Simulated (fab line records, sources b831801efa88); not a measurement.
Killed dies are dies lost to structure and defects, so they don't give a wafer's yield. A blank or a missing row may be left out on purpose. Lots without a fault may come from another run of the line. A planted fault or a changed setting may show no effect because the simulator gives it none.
Problem report in the 8D (eight disciplines) form, filled by code | flow gf180mcu | the parts of the form that need people (team, actions taken, sign-off) are left out

1. THE PROBLEM
strip_time_to_endpoint_s at GF_LVPWELL_STRIP_10 reads a mean of 11.14 s on 6 wafers of 2 lots; wafers without a fault read 36.92 s with a standard deviation of 0.099. That is -99 or more standard deviations from the usual mean.
The step: strips in O2/N2.
First seen on wafer L103.1, day 7 11:05, on plasma_asher-03. The record holds 39 wafers of 13 lots with a number at this step. Rule for "out", or "out of limits": more than 4 standard deviations from the usual mean. The other wafers with a number count as sound.

2. WHAT IT IS AND WHAT IT IS NOT
question                    | is                                       | is not
which readings at this step | strip_time_to_endpoint_s, oes_product_au | heater_power_w
which lots                  | L103, L104                               | L107, L108, L109, L111, L989, L990, L993, L994, L995, L996, L997
which wafers of those lots  | all that have a number                   | -
read on which tools         | plasma_asher-01, plasma_asher-03         | plasma_asher-02
when                        | from day 7 11:05                         | up to then (21 sound wafers); but 12 sound wafers of L107, L108, L109, L111 came after

3. SUSPECTS, AND WHAT RULES EACH OUT
Counting: a tool at a process step up to the reading stays a suspect if it ran every lot that is out and no sound lot after the first of them.
- litho_track-03 at GF_LVPWELL_COAT_02 (resist thk 3000 nm): kept. It ran every lot that is out, first L103 (day 7 02:31), and no sound lot after that; its last sound lot up to then is L997 (day 5 14:22).
Left after counting: litho_track-03 at GF_LVPWELL_COAT_02.

4. THE CAUSE (what the simulator had put in)
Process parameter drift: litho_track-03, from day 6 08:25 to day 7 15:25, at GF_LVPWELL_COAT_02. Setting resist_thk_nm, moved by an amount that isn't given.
Counting left only this tool.

5. THE CHAIN OF EFFECTS, in route order
Each row: a reading whose mean over the struck wafers that have a number lies more than 3 standard deviations from the usual. Only readings for which the record gives a usual standard deviation are gone through. hours: the time from each lot's start at the first step in this table that gives one to its start at this step, as a median over the lots. sigmas: the change in usual standard deviations.
hours | step                | reading                  | usual      | on struck wafers | change | sigmas
0     | GF_LVPWELL_STRIP_10 | oes_product_au           | 0.723 a.u. | 0.694            | -0.029 | -6.7
0     | GF_LVPWELL_STRIP_10 | strip_time_to_endpoint_s | 36.92 s    | 11.14            | -25.78 | -99 or more
The process steps in it:
- GF_LVPWELL_STRIP_10: strips in O2/N2.
Later measuring or inspecting steps at which every struck wafer that the step has a row for has a number for every such reading, and none has moved that far: GF_V2_THK_MEAS_01.

6. WHAT WOULD HAVE CAUGHT IT SOONER
In this record the first reading out of limits was taken at day 7 11:05, 27 hours after the fault began at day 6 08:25.
Of the tool readings at GF_LVPWELL_COAT_02 for which the record gives a usual standard deviation, none was out on any struck wafer, so an alarm limit of 4 standard deviations on them would not have fired.
All the lots that are out (2) had begun GF_LVPWELL_COAT_02 on litho_track-03 by day 7 11:05. A hold on the tool at that time would have spared none of them.
